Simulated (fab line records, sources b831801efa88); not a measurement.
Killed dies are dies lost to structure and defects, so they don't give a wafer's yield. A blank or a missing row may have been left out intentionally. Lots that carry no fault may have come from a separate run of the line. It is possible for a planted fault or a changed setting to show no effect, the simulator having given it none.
The same fault as seen by 2 desks -- flow gf180mcu -- each desk holds nothing but its own numbers, with what lay behind them at the end

DESK OF THE TOOL OWNER: pecvd-01
The tool's own readings at GF_V2_CVD_02 (deposits SiO2 from TEOS, target thk 850 nm, time 94.851 s): means of the sampled wafers that have a number, for each lot that ran on this tool. If a lot's mean is further than 4 standard deviations from the usual mean, the lot is out of limits and carries the mark OUT (the distance appears in the brackets).
Columns: A = heater power w at GF_V2_CVD_02, usual 661 W
lot,first seen here,A
L368,day 20 12:59,646
L369,day 21 05:38,729
L370,day 21 16:47,701
L371,day 21 22:19,716
L377,day 24 02:10,681
L378,day 24 08:31,713
L379,day 24 12:22,735
Finding of this desk: none of the 7 lots has anything out of limits.

FROM THE METROLOGY DESK
What the gauges read for every lot (on any tool): the sampled wafers with a number, averaged. If a lot's mean is further than 4 standard deviations from the usual mean, the lot is out of limits and carries the mark OUT (the distance appears in the brackets).
Columns: A = M4_OVL at GF_M4_OVL_MEAS_15, usual -7 nm; B = cd nm at GF_V4_CD_MEAS_14, usual 260.4 nm
lot,first seen here,A,B
L364,day 23 05:02,-1,260.5
L366,day 23 23:50,5,260.5
L367,day 24 09:11,-9,260.7
L368,day 24 14:05,-16,260.6
L369,day 25 06:08,-4,261.5
L370,day 25 15:41,-7,257.9
L371,day 25 19:59,-6,260.2
L372,day 26 07:59,-5,261.2
L377,day 27 22:20,1,262.0
L378,day 28 03:05,-8,258.7
L379,day 28 05:32,-4,262.0
L383,day 29 16:51,-8,262.3
L387,day 30 16:27,-11,259.6
Finding of this desk: none of the 13 lots has anything out of limits.

PUT TOGETHER
Nothing out of limits was seen by the tool owner's desk.
At the metrology desk, nothing out of limits was observed.

WHAT THE SIMULATOR PUT IN
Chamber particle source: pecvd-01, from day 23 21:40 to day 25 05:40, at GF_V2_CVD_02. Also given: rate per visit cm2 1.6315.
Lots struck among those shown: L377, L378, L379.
